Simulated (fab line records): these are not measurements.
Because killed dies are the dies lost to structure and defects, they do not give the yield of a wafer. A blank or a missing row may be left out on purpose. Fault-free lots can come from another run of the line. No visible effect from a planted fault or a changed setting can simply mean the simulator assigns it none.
Chamber matching ; flow gf180mcu ; GF_V5_CMP_04 on cmp-02: 4 sister chambers
The step polishes SiO2. 4 wafers are shown with their chamber, then 8 later ones without.

== EACH WAFER AND ITS CHAMBER ==
wafer;chamber;motor current A (A)
L958.3;0;11.8
L959.3;1;10.7
L959.4;3;12.5
L960.5;2;13.6

== WAFERS MISSING THEIR CHAMBER ==
wafer;motor current A (A)
L960.6;13.5
L962.6;13.3
L963.2;11.3
L963.4;12.8
L963.5;11.0
L971.2;10.5
L971.3;12.6
L971.6;11.5

== WHICH CHAMBER EACH WENT THROUGH ==
wafer;from the rows above;in truth
L960.6;2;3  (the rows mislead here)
L962.6;can't be placed: 2 or 3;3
L963.2;can't be placed: 0 or 1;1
L963.4;can't be placed: 3 or 2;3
L963.5;can't be placed: 1 or 0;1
L971.2;1;1
L971.3;3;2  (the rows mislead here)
L971.6;can't be placed: 0 or 1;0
Correct placement for 1 of the 8. From these rows, 5 cannot be placed; in 5 the true chamber is one of the candidates. Placed wrongly: 2.
How it was worked out, from the rows above alone: a wafer's distance from a chamber is the root of the sum, over the readings, of the square of ((its reading less the chamber's mean) divided by the reading's scatter). If the next closest chamber is less than 2 further off than the closest, the wafer can't be placed; otherwise it belongs to the closest. For every chamber, the mean is computed from those of its wafers that are shown. The scatter: root of mean squared gap, hidden wafer to nearest shown wafer, with one shown wafer a chamber.
